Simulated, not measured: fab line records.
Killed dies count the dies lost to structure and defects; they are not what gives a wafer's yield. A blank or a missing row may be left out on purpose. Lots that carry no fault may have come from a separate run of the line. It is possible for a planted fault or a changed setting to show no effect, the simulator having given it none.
Which tool was responsible? ; flow gf180mcu ; 11 lots with 33 wafers sampled at 6 steps, on a route of 602 steps

## WHAT THE GAUGES READ, wafer by wafer
GF_STI_THK_MEAS_30. Usual: STI_OXIDATION_02_THK 10.08 nm, standard deviation 0.24.
lot;measured;on;STI_OXIDATION_02_THK (nm);flag
L329;day 2 05:55;film metro-02;10.15 10.12 10.19;
L331;day 2 18:25;film metro-02;9.77 9.87 9.67;
L332;day 2 22:29;film metro-02;10.00 9.83 9.66;
L333;day 3 04:04;film metro-04;10.57 10.64 10.51;
L337;day 4 06:47;film metro-02;9.87 9.91 10.09;
L342;day 5 06:55;film metro-03;10.19 10.27 10.19;
L347;day 6 02:58;film metro-03;10.25 10.16 10.13;
L348;day 6 07:55;film metro-02;9.84 9.91 9.80;
L350;day 6 19:52;film metro-02;10.29 10.37 10.25;
L351;day 7 01:59;film metro-03;10.12 10.13 10.06;
L352;day 7 06:05;film metro-02;9.38 9.43 9.51;

GF_MVSD_OVL_MEAS_07. Usual: MVSD_OVL -0.4 nm, standard deviation 1.3.
lot;measured;on;MVSD_OVL (nm);flag
L329;day 4 09:53;overlay-01;-0.3 0.8 -1.8;
L331;day 4 22:28;overlay-01;1.6 1.7 2.3;
L332;day 5 02:46;overlay-02;2.1 -0.5 -0.8;
L333;day 5 08:35;overlay-02;-1.3 0.5 0.0;
L337;day 6 15:34;overlay-02;-0.3 -2.2 0.0;
L342;day 7 20:55;overlay-02;- - -;OFF
L347;day 8 18:32;overlay-01;-1.8 -2.4 -0.4;
L348;day 8 23:49;overlay-02;-2.1 0.2 -0.9;
L350;day 9 12:43;overlay-02;-0.8 0.9 1.7;
L351;day 9 20:07;overlay-01;-1.7 -0.7 -0.3;
L352;day 10 02:20;overlay-01;-1.4 -2.7 -1.4;

GF_MVSD_TW_MEAS_11. Usual: MVSD_TW 1586, standard deviation 12.
lot;measured;on;MVSD_TW;flag
L329;day 4 10:19;film metro-04;1608 1599 1606;
L331;day 4 22:55;film metro-01;1579 1582 1582;
L332;day 5 03:13;film metro-03;1597 1595 1595;
L333;day 5 09:01;film metro-01;1567 1582 1583;
L337;day 6 16:00;film metro-04;1613 1613 1605;
L342;day 7 21:21;film metro-03;30 30 30;OFF
L347;day 8 18:59;film metro-03;1582 1594 1593;
L348;day 9 00:15;film metro-03;1604 1597 1609;
L350;day 9 13:12;film metro-03;1598 1601 1597;
L351;day 9 20:34;film metro-01;1567 1566 1563;
L352;day 10 02:46;film metro-04;1606 1604 1603;

GF_MVPSD_TW_MEAS_11. Usual: MVPSD_TW 557, standard deviation 4.1.
lot;measured;on;MVPSD_TW;flag
L329;day 4 23:42;film metro-04;565 567 562;
L331;day 5 13:26;film metro-03;562 559 559;
L332;day 5 17:49;film metro-03;559 559 560;
L333;day 5 23:58;film metro-01;553 551 554;
L337;day 7 07:40;film metro-03;555 558 557;
L342;day 8 13:45;film metro-03;1609 1611 1604;OFF
L347;day 9 12:19;film metro-03;558 557 561;
L348;day 9 17:29;film metro-03;559 557 560;
L350;day 10 06:58;film metro-01;552 554 552;
L351;day 10 14:43;film metro-01;556 550 553;
L352;day 10 21:14;film metro-04;560 563 559;

GF_V2_THK_MEAS_01. Usual: V2_CVD_00_THK 597 nm, standard deviation 8.7.
lot;measured;on;V2_CVD_00_THK (nm);flag
L329;day 19 00:34;film metro-01;608 607 610;
L331;day 20 00:13;film metro-04;595 602 608;
L332;day 20 12:38;film metro-03;598 606 596;
L333;day 20 18:08;film metro-04;596 600 596;
L337;day 22 16:37;film metro-01;596 586 594;
L342;day 24 14:56;film metro-03;591 589 603;
L347;day 25 17:46;film metro-03;593 615 599;
L348;day 26 00:26;film metro-04;604 603 594;
L350;day 26 16:00;film metro-01;586 605 592;
L351;day 26 23:49;film metro-01;593 586 578;
L352;day 27 04:23;film metro-04;591 593 607;

## WHICH TOOL RAN EACH LOT (tool, then ch and the chambers of the sampled wafers, then the start)
lot;GF_MVSD_EXPOSE_04
L329;iline stepper-01 ch 0, day 4 03:34
L331;iline stepper-01 ch 0, day 4 16:01
L332;iline stepper-02 ch 0, day 4 20:33
L333;iline stepper-02 ch 0, day 5 01:17
L337;iline stepper-02 ch 0, day 6 08:32
L342;iline stepper-02 ch 0, day 7 12:56
L347;iline stepper-02 ch 0, day 8 10:37
L348;iline stepper-02 ch 0, day 8 15:43
L350;iline stepper-01 ch 0, day 9 05:13
L351;iline stepper-02 ch 0, day 9 11:52
L352;iline stepper-01 ch 0, day 9 17:02
- GF_MVSD_EXPOSE_04: exposes mask MVSD, target cd 1000 nm.

## WHAT THE TOOLS THEMSELVES READ (means of the sampled wafers that have a number; where no wafer has one, the mark that the record gives instead)
GF_MVSD_EXPOSE_04. Usual: stage vel mm s 500.04 mm/s, standard deviation 0.25.
lot;tool;stage vel mm s (mm/s);flag
L329;iline stepper-01;500.09;
L331;iline stepper-01;500.26;
L332;iline stepper-02;499.67;
L333;iline stepper-02;500.16;
L337;iline stepper-02;499.96;
L342;iline stepper-02;500.08;
L347;iline stepper-02;500.19;
L348;iline stepper-02;499.69;
L350;iline stepper-01;500.17;
L351;iline stepper-02;500.21;
L352;iline stepper-01;500.17;

## THE ANSWER, worked out from the rows above alone
Rule: a lot counts as off when the mean over its wafers that have a number is more than 3 standard deviations away from the usual mean. Also off: a lot with no number at a reading for which 4 or more lots have one. All remaining lots with rows at the step are treated as sound. First the gauges in route order, then the tools' own readings, where a lot's mean is used as printed above. The first step at which some lot is off is used, and at that step the reading that is off furthest; a lot without a number counts as furthest.
Off: at GF_MVSD_OVL_MEAS_07 (MVSD_OVL), L342. Without a number there: L342.
A tool fits if, at a process step before that reading, it ran every lot that is off, and no sound lot after the first of them. The gauges at GF_MVSD_OVL_MEAS_07 aren't tried: what is off there is off at GF_MVSD_TW_MEAS_11 too, on other tools, and a gauge's error can't cause that. None of those tried fits.

## WHAT WAS PUT IN BY THE SIMULATOR
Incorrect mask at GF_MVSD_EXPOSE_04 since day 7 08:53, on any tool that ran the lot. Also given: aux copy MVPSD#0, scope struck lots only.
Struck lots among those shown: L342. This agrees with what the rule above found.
